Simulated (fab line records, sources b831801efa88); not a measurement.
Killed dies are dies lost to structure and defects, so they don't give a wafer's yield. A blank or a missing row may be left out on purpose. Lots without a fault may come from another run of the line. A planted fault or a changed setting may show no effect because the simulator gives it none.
Problem report in the 8D (eight disciplines) form, filled by code | flow sky130 | the parts of the form that need people (team, actions taken, sign-off) are left out

1. THE PROBLEM
oes_product_au at SKY_METAL4_METAL_ETCH_18 reads a mean of 0.919 a.u. on 3 wafers of 2 lots; wafers without a fault read 0.865 a.u. with a standard deviation of 0.0056. That is +9.7 standard deviations from the usual mean.
The step: etches the open film in Cl2/BCl3, stops on SiO2, target depth 845 nm, time 183.1 s.
First seen on wafer L359.2, day 46 15:47, on rie_metal-03. The record holds 39 wafers of 13 lots with a number at this step. Rule for "out", or "out of limits": more than 4 standard deviations from the usual mean. The other wafers with a number count as sound.

2. WHAT IT IS AND WHAT IT IS NOT
question                    | is                     | is not
which readings at this step | oes_product_au         | drypump_motor_current_A, throttle_valve_pct
which lots                  | L359, L360             | L346, L347, L348, L349, L352, L353, L354, L356, L361, L362, L364
which wafers of those lots  | L359.2, L359.3, L360.6 | L359.4, L360.1, L360.5
read on which tools         | rie_metal-03           | rie_metal-02, rie_metal-04
when                        | from day 46 15:47      | up to then (25 sound wafers); but 11 sound wafers of L360, L361, L362, L364 came after

3. SUSPECTS, AND WHAT RULES EACH OUT
Counting: a tool at a process step up to the reading stays a suspect if it ran every lot that is out. Sound lots after the first of them don't rule it out here, since some wafers of a struck lot are sound.
- rie_metal-03 at SKY_METAL4_METAL_ETCH_18 (etches the open film in Cl2/BCl3, stops on SiO2, target depth 845 nm, time 183.1 s): kept. It ran every lot that is out, first L359 (day 46 15:47); its last sound lot up to then is L354 (day 45 04:25). Its own readings are out on those wafers: oes_product_au.
- Within rie_metal-03 at SKY_METAL4_METAL_ETCH_18: the wafers that are out ran in chamber 0; their sound lot-mates ran in chamber 1.
Left after counting: rie_metal-03 at SKY_METAL4_METAL_ETCH_18.

4. THE CAUSE (what the simulator had put in)
Process parameter drift: rie_metal-03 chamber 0, from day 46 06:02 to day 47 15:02, at SKY_METAL4_METAL_ETCH_18. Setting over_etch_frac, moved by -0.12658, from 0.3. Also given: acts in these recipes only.
Counting left only this tool.

5. THE CHAIN OF EFFECTS, in route order
Each row: a reading whose mean over the struck wafers that have a number lies more than 3 standard deviations from the usual. Only readings for which the record gives a usual standard deviation are gone through. hours: the time from each lot's start at the first step in this table that gives one to its start at this step, as a median over the lots. sigmas: the change in usual standard deviations.
hours | step                     | reading                  | usual      | on struck wafers | change | sigmas
0     | SKY_METAL4_METAL_ETCH_18 | oes_product_au           | 0.865 a.u. | 0.919            | +0.054 | +9.7
0     | SKY_METAL4_STRIP_19      | strip_time_to_endpoint_s | 6.53 s     | 6.99             | +0.46  | +3.5
The process steps in it:
- SKY_METAL4_METAL_ETCH_18: etches the open film in Cl2/BCl3, stops on SiO2, target depth 845 nm, time 183.1 s.
- SKY_METAL4_STRIP_19: strips in O2/N2.

6. WHAT WOULD HAVE CAUGHT IT SOONER
In this record the first reading out of limits was taken at day 46 15:47, 10 hours after the fault began at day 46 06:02.
